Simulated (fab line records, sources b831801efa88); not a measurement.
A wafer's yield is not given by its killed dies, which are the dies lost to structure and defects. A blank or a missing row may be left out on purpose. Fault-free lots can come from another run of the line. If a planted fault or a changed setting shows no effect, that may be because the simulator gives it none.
fab line records	flow sky130
record: lots: 13	wafers: 39	lastDay: 50
route steps=708 shown SONOS_ONO@172 VIA3@596 METAL4@599 CAP2M@604 PAD_OPEN@708
lots that met no fault: from a run of the same line without faults
startH: hours from the record's first day to the start of the lot's first wafer shown	waitH: hours elapsed since this lot's preceding step	" same as the row above	L1.1+2: a single row standing in for several wafers	- no value, or no start given	* or withheld: withheld	< > ~ a bound
route shown NAME@n: names a module that has steps shown in the file, with the first one's number in the route	usual: mean/standard deviation of fault-free wafers	same: alike in all rows	chamber/n: place in a boat	sites: the reading at each site	_std_site: the standard deviation of these	_edge_site: mean of outer sites minus mean of inner sites	radiusMm: how far each site lies from the wafer's centre	mask NAME#n: copy n	behind: the tool/chamber that last shaped the wafer	hold: the reason the lot was held/the length of the hold in hours/how it ended	device: the n, p or np transistor that did not switch	end of line: tests of these same wafers at the route's end	where a step has no rows: the recipe by itself	killed: at the first sort, the dies lost to defects and structure; wafer yield is something else	map: dies across one wafer; x = killed, . = not, _ = none there
set.NAME: the setting the step ran with; set.NAME@STEP: the setting that earlier step ran with	model.NAME: the simulator's own value behind a step, which no gauge read
route steps across a sampled set of lots; one table per step, one row per wafer
services: the hour from which a tool's chamber was out of use, counted from the record's first day as startH (under 0 if before that day), plus the number of hours and why
== steps ==
step: SKY_SONOS_ONO_CVD_04
recipe: material: SiO2	precursor: SiH4/N2O	targetThkNm: 5.7199	tempC: 900	pressureMtorr: 400
usual: spikeTcCentreC: 900.3/0.9	susceptorTempC: 900.0/0.34
lot.wafer	tool	chamber	startH	waitH	spikeTcCentreC	susceptorTempC
L598.2	lpcvd-03	0	256.82	0.0	898.9	900.3
L598.4	"	0	"	"	900.7	899.6
L598.6	"	0	"	"	900.1	899.7
L599.2	lpcvd-03	1	261.60	0.0	900.1	900.2
L599.4	"	1	"	"	900.2	900.9
L599.6	"	1	"	"	900.9	900.3
L601.1	lpcvd-03	1	272.90	0.1	901.5	899.7
L601.3	"	1	"	"	900.6	899.9
L601.5	"	1	"	"	899.3	900.3
L602.1	lpcvd-03	0	284.59	0.1	901.1	899.5
L602.4	"	0	"	"	900.4	899.6
L602.6	"	0	"	"	900.6	900.0
L603.2	lpcvd-03	1	293.40	0.0	901.8	899.8
L603.3	"	1	"	"	899.8	899.9
L603.6	"	1	"	"	898.8	899.9
L604.1	lpcvd-03	0	298.25	0.1	900.4	900.1
L604.4	"	0	"	"	898.3	900.1
L604.5	"	0	"	"	899.5	900.4
L605.3	lpcvd-03	0	308.54	0.0	899.9	899.9
L605.5	"	0	"	"	900.5	900.0
L605.6	"	0	"	"	900.7	900.2
L607.2	lpcvd-03	0	321.85	0.0	900.7	900.2
L607.4	"	0	"	"	900.4	899.9
L607.5	"	0	"	"	901.4	900.1
L609.2	lpcvd-03	1	337.67	0.0	900.6	899.6
L609.3	"	1	"	"	899.6	899.5
L609.4	"	1	"	"	898.7	899.4
L610.1	lpcvd-03	1	347.61	0.1	902.0	900.0
L610.2	"	1	"	"	900.6	899.8
L610.3	"	1	"	"	900.7	899.8
L611.2	lpcvd-03	1	353.01	0.0	900.7	899.6
L611.4	"	1	"	"	901.0	900.0
L611.6	"	1	"	"	900.3	899.4
L619.3	lpcvd-03	0	424.46	0.0	901.4	899.7
L619.4	"	0	"	"	900.4	899.8
L619.5	"	0	"	"	900.7	900.2
L620.1	lpcvd-03	0	435.24	0.1	899.3	900.3
L620.4	"	0	"	"	900.7	900.3
L620.6	"	0	"	"	900.1	900.3
step: SKY_VIA3_THK_MEAS_23
recipe: thkMeasGauge: xrf	reads: W_of_VIA3_CVD_21
usual: VIA3_W_THK: 392/6.4
lot.wafer	tool	chamber	startH	waitH	VIA3_W_THK[nm]
L598.2	filmMetro-03	-	931.36	0.1	389
L598.4	"	-	"	"	382
L598.6	"	-	"	"	385
L599.2	filmMetro-04	-	939.31	0.1	389
L599.4	"	-	"	"	394
L599.6	"	-	"	"	389
L601.1	filmMetro-04	-	947.19	0.1	385
L601.3	"	-	"	"	387
L601.5	"	-	"	"	391
L602.1	filmMetro-03	-	959.40	0.1	384
L602.4	"	-	"	"	385
L602.6	"	-	"	"	379
L603.2	filmMetro-04	-	961.15	0.1	391
L603.3	"	-	"	"	397
L603.6	"	-	"	"	392
L604.1	filmMetro-02	-	970.84	0.1	391
L604.4	"	-	"	"	395
L604.5	"	-	"	"	391
L605.3	filmMetro-02	-	981.70	0.1	395
L605.5	"	-	"	"	397
L605.6	"	-	"	"	392
L607.2	filmMetro-02	-	994.09	0.1	391
L607.4	"	-	"	"	393
L607.5	"	-	"	"	394
L609.2	filmMetro-04	-	1010.70	0.1	400
L609.3	"	-	"	"	404
L609.4	"	-	"	"	400
L610.1	filmMetro-02	-	1014.09	0.1	400
L610.2	"	-	"	"	408
L610.3	"	-	"	"	409
L611.2	filmMetro-04	-	1019.49	0.1	394
L611.4	"	-	"	"	385
L611.6	"	-	"	"	391
L619.3	filmMetro-03	-	1076.76	0.1	392
L619.4	"	-	"	"	392
L619.5	"	-	"	"	388
L620.1	filmMetro-02	-	1079.13	0.1	399
L620.4	"	-	"	"	395
L620.6	"	-	"	"	394
step: SKY_METAL4_SPUTTER_01
recipe: material: TiN	targetThkNm: 20	powerW: 6500	timeS: 16.7	chamberPressurePa: 0.4
usual: throttleValvePct: 30.3/0.67
lot.wafer	tool	chamber	startH	waitH	throttleValvePct
L598.2	pvdSputter-03	-	931.74	0.0	30.7
L598.4	"	-	"	"	31.1
L598.6	"	-	"	"	31.5
L599.2	pvdSputter-03	-	939.68	0.0	31.4
L599.4	"	-	"	"	30.6
L599.6	"	-	"	"	29.3
L601.1	pvdSputter-02	-	947.74	0.0	30.8
L601.3	"	-	"	"	29.7
L601.5	"	-	"	"	29.8
L602.1	pvdSputter-03	-	959.79	0.0	31.5
L602.4	"	-	"	"	30.9
L602.6	"	-	"	"	29.4
L603.2	pvdSputter-04	-	961.52	0.0	29.0
L603.3	"	-	"	"	30.4
L603.6	"	-	"	"	29.0
L604.1	pvdSputter-04	-	971.22	0.0	29.1
L604.4	"	-	"	"	30.4
L604.5	"	-	"	"	30.5
L605.3	pvdSputter-03	-	982.09	0.0	30.4
L605.5	"	-	"	"	30.4
L605.6	"	-	"	"	30.9
L607.2	pvdSputter-03	-	994.46	0.0	31.6
L607.4	"	-	"	"	30.5
L607.5	"	-	"	"	31.5
L609.2	pvdSputter-04	-	1011.07	0.0	30.0
L609.3	"	-	"	"	30.6
L609.4	"	-	"	"	30.5
L610.1	pvdSputter-02	-	1014.47	0.0	29.7
L610.2	"	-	"	"	30.0
L610.3	"	-	"	"	30.4
L611.2	pvdSputter-04	-	1019.86	0.0	30.6
L611.4	"	-	"	"	30.6
L611.6	"	-	"	"	30.5
L619.3	pvdSputter-02	-	1077.12	0.0	30.1
L619.4	"	-	"	"	29.7
L619.5	"	-	"	"	30.0
L620.1	pvdSputter-03	-	1079.51	0.0	31.6
L620.4	"	-	"	"	30.3
L620.6	"	-	"	"	31.5
step: SKY_CAP2M_THK_MEAS_01
recipe: reads: SiO2_of_CAP2M_CVD_00
usual: CAP2M_CVD_00_THK: 15.43/0.22
lot.wafer	tool	chamber	startH	waitH	CAP2M_CVD_00_THK[nm]
L598.2	filmMetro-03	-	931.90	-	15.50
L598.4	"	-	"	"	15.50
L598.6	"	-	"	"	15.58
L599.2	filmMetro-04	-	939.84	-	15.09
L599.4	"	-	"	"	15.28
L599.6	"	-	"	"	15.63
L601.1	filmMetro-03	-	947.89	-	15.13
L601.3	"	-	"	"	15.43
L601.5	"	-	"	"	15.81
L602.1	filmMetro-01	-	959.94	-	15.07
L602.4	"	-	"	"	15.38
L602.6	"	-	"	"	15.34
L603.2	filmMetro-03	-	961.69	-	15.51
L603.3	"	-	"	"	15.50
L603.6	"	-	"	"	15.64
L604.1	filmMetro-01	-	971.37	-	15.29
L604.4	"	-	"	"	15.74
L604.5	"	-	"	"	15.41
L605.3	filmMetro-04	-	982.26	-	15.22
L605.5	"	-	"	"	15.70
L605.6	"	-	"	"	15.43
L607.2	filmMetro-03	-	994.63	-	15.55
L607.4	"	-	"	"	15.89
L607.5	"	-	"	"	15.64
L609.2	filmMetro-01	-	1011.25	-	15.15
L609.3	"	-	"	"	15.53
L609.4	"	-	"	"	15.26
L610.1	filmMetro-04	-	1014.63	-	15.56
L610.2	"	-	"	"	15.72
L610.3	"	-	"	"	15.43
L611.2	filmMetro-03	-	1020.03	-	15.90
L611.4	"	-	"	"	15.71
L611.6	"	-	"	"	15.93
L619.3	filmMetro-03	-	1077.30	-	15.25
L619.4	"	-	"	"	15.38
L619.5	"	-	"	"	15.47
L620.1	filmMetro-01	-	1079.67	-	15.08
L620.4	"	-	"	"	15.54
L620.6	"	-	"	"	15.62
step: SKY_PAD_OPEN_PROBE_99
usual: killed_at_M0_to_M3: 44/7.2	killed_at_M4_up: 3.5/1.8	killedAtContacts: 25/5.1	killedAtFrontEnd: 14/4.4	killedAtOther: 0.4/0.58	killedDies: 87/9.1	killedOnRim: 17/3.9	killedOpen: 48/6.9	killedShort: 38/6.3
same: grossDies: 492	killedAtBackSide: 0
lot.wafer	tool	chamber	startH	waitH	killed_at_M0_to_M3	killed_at_M4_up	killedAtContacts	killedAtFrontEnd	killedAtOther	killedDies	killedOnRim	killedOpen	killedShort
L598.2	prober-02	-	1077.25	0.1	48	3	34	16	0	101	20	70	30
L598.4	prober-02	-	1077.35	0.2	44	0	25	17	0	86	17	58	28
L598.6	prober-02	-	1077.45	0.2	35	5	27	16	0	83	13	37	46
L599.2	prober-01	-	1085.05	0.1	41	5	16	12	0	74	15	42	32
L599.4	prober-01	-	1085.15	0.2	30	4	20	12	1	67	11	37	30
L599.6	prober-01	-	1085.25	0.2	44	6	20	19	1	90	21	48	42
L609.2	prober-02	-	1143.20	0.1	52	3	25	8	0	88	16	48	40
L609.3	prober-02	-	1143.25	0.2	34	2	27	15	1	79	17	46	33
L609.4	prober-02	-	1143.30	0.2	48	2	36	8	0	94	26	50	44
L610.1	prober-01	-	1147.06	0.1	32	3	30	13	0	78	13	40	38
L610.2	prober-01	-	1147.11	0.1	47	3	18	19	1	88	10	48	39
L610.3	prober-01	-	1147.16	0.2	51	5	27	14	1	98	16	49	49
L611.2	prober-02	-	1150.85	0.1	44	2	25	10	0	81	18	47	34
L611.4	prober-02	-	1150.95	0.2	52	1	22	9	1	85	12	53	32
L611.6	prober-02	-	1151.05	0.2	44	3	16	16	0	79	18	51	28
L619.3	prober-02	-	1194.75	0.2	30	4	24	82	0	140	19	38	33
L619.4	prober-02	-	1194.80	0.2	32	5	15	87	0	139	15	39	24
L619.5	prober-02	-	1194.85	0.2	53	5	17	74	0	149	24	45	40
L620.1	prober-01	-	1195.86	0.1	39	4	19	80	0	142	17	39	37
L620.4	prober-01	-	1196.01	0.2	46	6	29	76	0	157	17	50	44
L620.6	prober-01	-	1196.11	0.2	37	2	25	83	0	147	24	44	43
killed by level:class
L598.2 CONTACT:geometricParticle:open=16 VIA1:geometricParticle:open=15 VIA3:geometricParticle:open=12 LI_CONTACT:geometricParticle:open=8 VIA1:geometricParticle:short=5 LOCAL_INTERCONNECT:geometricParticle:short=4 METAL2:geometricParticle:short=4 FIELD_ISO:geometricParticle:open=3
L598.4 VIA3:geometricParticle:open=10 CONTACT:geometricParticle:open=9 LI_CONTACT:geometricParticle:open=8 VIA2:geometricParticle:open=7 VIA1:geometricParticle:open=7 FIELD_ISO:geometricParticle:open=6 VIA1:geometricParticle:short=5 METAL2:geometricParticle:short=4
L598.6 CONTACT:geometricParticle:open=9 CONTACT:geometricParticle:short=8 METAL2:geometricParticle:short=8 METAL1:geometricParticle:short=7 VIA1:geometricParticle:open=7 POLY_GATE:geometricParticle:open=6 LI_CONTACT:geometricParticle:open=5 METAL4:geometricParticle:short=5
L599.2 VIA1:geometricParticle:open=14 VIA1:geometricParticle:short=7 LI_CONTACT:geometricParticle:open=6 CONTACT:geometricParticle:open=6 METAL1:geometricParticle:short=5 POLY_GATE:geometricParticle:open=4 VIA2:geometricParticle:open=4 POLY_GATE:geometricParticle:short=3
L599.4 CONTACT:geometricParticle:open=11 VIA1:geometricParticle:open=6 FIELD_ISO:geometricParticle:open=5 METAL1:geometricParticle:short=5 CONTACT:geometricParticle:short=4 VIA1:geometricParticle:short=4 VIA3:geometricParticle:open=4 FIELD_ISO:geometricParticle:short=3
L599.6 METAL1:geometricParticle:short=7 FIELD_ISO:geometricParticle:open=6 LI_CONTACT:geometricParticle:open=6 CONTACT:geometricParticle:short=6 VIA2:geometricParticle:open=6 VIA3:geometricParticle:open=6 VIA1:geometricParticle:open=5 CONTACT:geometricParticle:open=4
L609.2 VIA1:geometricParticle:open=17 CONTACT:geometricParticle:open=9 METAL1:geometricParticle:short=8 METAL2:geometricParticle:short=7 VIA2:geometricParticle:open=6 LI_CONTACT:geometricParticle:short=5 LOCAL_INTERCONNECT:geometricParticle:short=5 VIA3:geometricParticle:open=5
L609.3 LI_CONTACT:geometricParticle:open=11 VIA1:geometricParticle:open=7 CONTACT:geometricParticle:short=6 VIA2:geometricParticle:open=6 CONTACT:geometricParticle:open=5 VIA3:geometricParticle:open=5 FIELD_ISO:geometricParticle:short=3 SPACER:geometricParticle:open=3
L609.4 CONTACT:geometricParticle:open=14 VIA1:geometricParticle:open=12 METAL2:geometricParticle:short=7 CONTACT:geometricParticle:short=6 VIA2:geometricParticle:open=6 LI_CONTACT:geometricParticle:open=6 LOCAL_INTERCONNECT:geometricParticle:short=5 LI_CONTACT:geometricParticle:short=4
L610.1 LI_CONTACT:geometricParticle:open=11 METAL1:geometricParticle:short=7 CONTACT:geometricParticle:open=7 VIA1:geometricParticle:short=5 LOCAL_INTERCONNECT:geometricParticle:short=5 CONTACT:geometricParticle:short=5 VIA1:geometricParticle:open=5 POLY_GATE:geometricParticle:short=3
L610.2 VIA3:geometricParticle:open=9 METAL1:geometricParticle:short=8 POLY_GATE:geometricParticle:short=7 LI_CONTACT:geometricParticle:open=7 VIA1:geometricParticle:short=7 VIA1:geometricParticle:open=6 CONTACT:geometricParticle:open=5 FIELD_ISO:geometricParticle:short=4
L610.3 VIA1:geometricParticle:open=10 METAL1:geometricParticle:short=9 LI_CONTACT:geometricParticle:open=8 CONTACT:geometricParticle:open=8 FIELD_ISO:geometricParticle:short=7 METAL2:geometricParticle:short=7 VIA3:geometricParticle:open=7 CONTACT:geometricParticle:short=6
L611.2 CONTACT:geometricParticle:open=11 VIA1:geometricParticle:open=8 VIA2:geometricParticle:open=7 METAL2:geometricParticle:short=7 LI_CONTACT:geometricParticle:open=6 METAL3:geometricParticle:short=5 POLY_GATE:geometricParticle:open=4 CONTACT:geometricParticle:short=4
L611.4 VIA1:geometricParticle:open=12 VIA2:geometricParticle:open=10 CONTACT:geometricParticle:open=9 VIA2:geometricParticle:short=6 VIA3:geometricParticle:open=6 FIELD_ISO:geometricParticle:open=5 LOCAL_INTERCONNECT:geometricParticle:short=5 METAL2:geometricParticle:short=5
L611.6 VIA2:geometricParticle:open=11 VIA1:geometricParticle:open=10 FIELD_ISO:geometricParticle:open=9 METAL2:geometricParticle:short=7 CONTACT:geometricParticle:open=5 LI_CONTACT:geometricParticle:open=4 POLY_GATE:geometricParticle:open=4 LOCAL_INTERCONNECT:geometricParticle:short=4
L619.3 SONOS_ONO:unspecified=69 CONTACT:geometricParticle:open=11 LI_CONTACT:geometricParticle:open=7 FIELD_ISO:geometricParticle:short=5 VIA1:geometricParticle:short=5 VIA1:geometricParticle:open=5 METAL1:geometricParticle:short=4 METAL4:geometricParticle:short=4
L619.4 SONOS_ONO:unspecified=74 VIA1:geometricParticle:open=8 CONTACT:geometricParticle:open=7 VIA1:geometricParticle:short=5 VIA2:geometricParticle:open=5 POLY_GATE:geometricParticle:open=4 VIA3:geometricParticle:open=4 METAL4:geometricParticle:short=4
L619.5 SONOS_ONO:unspecified=63 VIA1:geometricParticle:open=14 VIA1:geometricParticle:short=10 VIA2:geometricParticle:open=8 LOCAL_INTERCONNECT:geometricParticle:short=7 VIA3:geometricParticle:open=6 LI_CONTACT:geometricParticle:open=4 METAL1:geometricParticle:short=4
L620.1 SONOS_ONO:unspecified=66 VIA1:geometricParticle:open=9 METAL3:geometricParticle:short=7 CONTACT:geometricParticle:open=7 FIELD_ISO:geometricParticle:short=5 VIA2:geometricParticle:open=5 LI_CONTACT:geometricParticle:open=4 METAL1:geometricParticle:short=4
L620.4 SONOS_ONO:unspecified=63 VIA1:geometricParticle:open=14 LI_CONTACT:geometricParticle:open=10 CONTACT:geometricParticle:short=7 LOCAL_INTERCONNECT:geometricParticle:short=6 POLY_GATE:geometricParticle:short=5 VIA2:geometricParticle:open=5 METAL1:geometricParticle:short=5
L620.6 SONOS_ONO:unspecified=60 CONTACT:geometricParticle:open=8 POLY_GATE:geometricParticle:open=7 LI_CONTACT:geometricParticle:open=7 VIA1:geometricParticle:short=6 METAL2:geometricParticle:short=6 VIA2:geometricParticle:open=6 CONTACT:geometricParticle:short=5
== services ==
tool	chamber	startH	hours	kind
lpcvd-03	-	244.92	1.6	repair
pvdSputter-03	-	254.39	1.7	repair
pvdSputter-02	-	257.52	6.0	repair
pvdSputter-02	-	335.52	9.3	repair
pvdSputter-03	-	351.60	2.2	repair
pvdSputter-03	-	421.31	3.4	repair
lpcvd-03	-	502.76	2.8	pm
pvdSputter-02	-	573.50	13.3	repair
pvdSputter-03	2	581.52	-	consumableReplace:kit
pvdSputter-03	-	600.36	2.0	repair
lpcvd-03	-	725.01	6.0	pm
pvdSputter-03	-	728.69	11.5	repair
pvdSputter-03	-	763.04	5.3	repair
pvdSputter-04	-	791.24	1.4	repair
pvdSputter-02	-	815.19	4.5	repair
pvdSputter-02	-	856.05	1.2	repair
pvdSputter-02	-	872.16	27.3	repair
pvdSputter-03	-	884.25	2.4	repair
pvdSputter-02	-	991.31	4.6	repair
pvdSputter-04	-	1011.24	4.4	repair
pvdSputter-04	-	1016.66	0.5	repair
pvdSputter-03	-	1032.92	2.4	repair
pvdSputter-03	-	1033.82	6.5	repair
pvdSputter-02	-	1044.55	0.5	repair
== key ==
firstSign: step: SKY_PAD_OPEN_PROBE_99	reading: killedAtFrontEnd	direction: up	sigmas: 15	usual: 14	struck: 80
effect: step: SKY_PAD_OPEN_PROBE_99	reading: killedDies	direction: up	sigmas: 6.5	usual: 87	struck: 146
metAt SKY_SONOS_ONO_CVD_04
struckLots L619,L620
struckWafers L619.3,L619.4,L619.5,L620.1,L620.4,L620.6
testerLeftOut L619,L620
notActingAt SKY_VIA3_THK_MEAS_23,SKY_METAL4_SPUTTER_01,SKY_CAP2M_THK_MEAS_01
onsetBetween 321.85 424.46
alsoFits time
fault: kind: chamberParticleSource	tool: lpcvd-03	chamber: 0	onsetH: 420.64	steps: SKY_SONOS_ONO_CVD_04	ratePerVisitCm2: 1.7374	endH: 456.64
testerLeftOut: of these lots the tester's yield and bins aren't shown, on N5 and GAA mostly nor the transistor test; their killed dies are dies lost to structure and defects alone, not to doping, threshold or leakage, so they don't give the yield
